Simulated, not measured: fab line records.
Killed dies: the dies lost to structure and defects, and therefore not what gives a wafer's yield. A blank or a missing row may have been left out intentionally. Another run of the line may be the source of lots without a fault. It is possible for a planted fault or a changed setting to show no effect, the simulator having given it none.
A lot that was struck, set against a sound lot :: flow sky130 :: 15 out of 708 route steps
Sound: wafers L474.3, L474.4, L474.6. Wafers struck: L490.1, L490.3, L490.6. Last of all comes the cause.
At each step with rows: each side's tool, then ch and its chambers, then its first start. Under that, the readings that differ: sound wafers :: struck wafers :: difference of the means :: sigmas: that difference in standard deviations of wafers without a fault.
alike: readings whose means differ by less than 2 such deviations, and words and numbers that are the same on both sides. not compared: withheld readings, readings that some wafer has no value for, bounds like >300 that may hide the same value, and numbers for which the record gives no deviation and whose values overlap.
The two part at a step that has a row with sigmas, a row that says differs or no value, or rows on one side only. Numbers that have no deviation but don't overlap get no sigmas and don't part them. A reading that every wafer of one side lacks parts them only if that side has two wafers or more.

SKY_VIA3_CMP_02: polishes SiO2.
  sound on cmp-02 ch 1,3, day 38 15:22; struck on cmp-02 ch 0,2, day 43 11:11
  alike: motor current A, platen rpm
SKY_VIA3_BOW_MEAS_03:
  struck on film metro-01, day 43 11:29; sound on film metro-01, day 38 15:39
  alike: VIA3_BOW
then, 8 steps without rows for these wafers: SKY_VIA3_DEHYDRATE_04 (time 60 s); SKY_VIA3_HMDS_05 (prime time 60 s); SKY_VIA3_COAT_06 (resist thk 60 nm); SKY_VIA3_COAT_07 (resist thk 450 nm); SKY_VIA3_SOFTBAKE_08 (time 90 s); SKY_VIA3_EXPOSE_09 (exposes mask VIM3, target cd 200 nm); SKY_VIA3_PEB_10; SKY_VIA3_DEVELOP_11 (develop time 60 s).
SKY_VIA3_CD_MEAS_12: the cd target is 200 nm.
  struck on cd sem-02, day 44 08:47; sound on cd sem-02, day 39 17:27
  alike: cd nm
SKY_VIA3_OVL_MEAS_13:
  struck on overlay-02, day 44 08:55; sound on overlay-02, day 39 17:32
  alike: VIA3_OVL
SKY_VIA3_ETCH_14: etches BARC in N2/H2, stops on SiO2, time 45.9 s, target depth 60 nm.
  sound on rie diel-03 ch 0,1, day 39 17:34; struck on rie diel-02 ch 2,3, day 44 08:56
reading: oes product au (a.u.)
sound: 0.861 0.855 0.856
struck: 0.919 0.916 0.914
difference: +0.059
sigmas: +13

reading: run length s (s)
sound: 74.0 74.1 73.7
struck: 71.7 71.4 71.2
difference: -2.5
sigmas: -5

reading: model.KrF-thick_of_VIA3_COAT_07.thk nm (nm)
sound: 395.2 393.1 396.1
struck: 396.9 399.4 397.9
difference: +3.3
sigmas: 
  alike: drypump motor current A, throttle valve pct
  not compared: rf hours counter h
SKY_VIA3_ETCH_15: etches SiO2 in C4F8/O2/Ar, stops on TiN, target depth 507 nm, time 78 s.
  sound on rie diel-03 ch 0,1, day 39 17:37; struck on rie diel-02 ch 2,3, day 44 08:59
  alike: oes product au, run length s
  not compared: rf hours counter h
-- the record jumps here: 5 days lie between the struck wafers' starts before and after (it left off in module VIA3 and takes up again in module PAD_OPEN, whose first step shown is number 708 of the route) --
SKY_PAD_OPEN_PROBE_99:
  struck on prober-01, day 49 19:24; sound on prober-01, day 45 21:16
  alike: defect limited yield, killed_at_M0_to_M3, killed_at_M4_up, killed at contacts, killed at front end, killed at other, killed dies, killed open, killed short, sort_bin_3_pad_short, sort_bin_5_function, sort_bin_6_memory, sort_bin_8_speed, sort n pass, sort yield pct

== WHERE THEY PART ==
Only at SKY_VIA3_ETCH_14, as far as this record shows. Later steps at which nothing parts them and some readings are alike: SKY_VIA3_ETCH_15, SKY_PAD_OPEN_PROBE_99.

WHY: what the simulator had put in
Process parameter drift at SKY_VIA3_ETCH_14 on rie diel-02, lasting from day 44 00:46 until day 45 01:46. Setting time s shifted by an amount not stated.
